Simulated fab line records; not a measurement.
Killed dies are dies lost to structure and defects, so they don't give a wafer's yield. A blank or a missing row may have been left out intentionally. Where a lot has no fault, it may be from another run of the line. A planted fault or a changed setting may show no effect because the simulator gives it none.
2 desks, one fault | flow sky130 | each desk has only its own numbers; what lay behind them comes last

## FROM THE METROLOGY DESK
Lot by lot, what the gauges showed, no matter which tool ran the lot: averages of those sampled wafers that carry a number. Any lot whose mean is over 4 standard deviations away from the usual mean is out of limits and marked OUT; that distance is given in the brackets.
Columns: A = POLY_GATE_CVD_03_THK at SKY_POLY_GATE_THK_MEAS_04, usual 74.5 nm; B = cd_nm at SKY_POLY_GATE_CD_MEAS_13, usual 149.5 nm; C = POLY_GATE_OVL at SKY_POLY_GATE_OVL_MEAS_14, usual 1 nm
lot  | first seen here | A    | B     | C
L981 | day 16 14:50    | 74.7 | 149.6 | -3
L983 | day 17 07:34    | 74.6 | 149.4 | -1
L984 | day 18 12:57    | 74.2 | 151.4 | 1
L985 | day 18 12:57    | 74.7 | 146.9 | 2
L988 | day 19 00:47    | 74.4 | 151.9 | 0
L992 | day 20 16:23    | 74.4 | 147.6 | -5
This desk's finding: nothing out of limits on any of the 6 lots.

## DESK OF THE TOOL OWNER: rie_diel-04
The tool's own readings at SKY_POLY_GATE_ETCH_15 (etches BARC in N2/H2, stops on SiO2, time 118.5 s, target depth 110 nm): means of the sampled wafers that have a number, for each lot that ran on this tool. Any lot whose mean is over 4 standard deviations away from the usual mean is out of limits and marked OUT; that distance is given in the brackets.
Columns: A = bias_w at SKY_POLY_GATE_ETCH_15, usual 99.96 W; B = drypump_motor_current_A at SKY_POLY_GATE_ETCH_15, usual 5.6 A; C = oes_product_au at SKY_POLY_GATE_ETCH_15, usual 0.716 a.u.; D = throttle_valve_pct at SKY_POLY_GATE_ETCH_15, usual 13.212 %
lot  | first seen here | A               | B   | C     | D
L981 | day 17 20:23    | 100.04          | 5.2 | 0.715 | 13.217
L983 | day 18 13:26    | 93.69 (-22) OUT | 5.4 | 0.713 | 13.211
L985 | day 19 19:44    | 93.70 (-22) OUT | 5.7 | 0.715 | 13.210
This desk finds L983, L985 out of limits, L983 being first, at day 18 13:26 (bias_w at SKY_POLY_GATE_ETCH_15). L981: within limits.

## TAKEN TOGETHER
The tool owner's desk could have raised an alarm at day 18 13:26, on L983, L985.
The metrology desk saw nothing out of limits.
The metrology desk has L983, L985 on record, within its limits.
Of the lots named, all ran SKY_POLY_GATE_ETCH_15 on rie_diel-04.

## WHAT THE SIMULATOR HAD INSERTED
rie_diel-04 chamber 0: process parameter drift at SKY_POLY_GATE_ETCH_15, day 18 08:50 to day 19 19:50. Setting bias_w shifted by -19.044 from 100. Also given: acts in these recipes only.
Shown lots that were struck: L983, L985.
How many hours passed from the start of the fault until each desk's first out-of-limits reading: the tool owner's desk, 5.
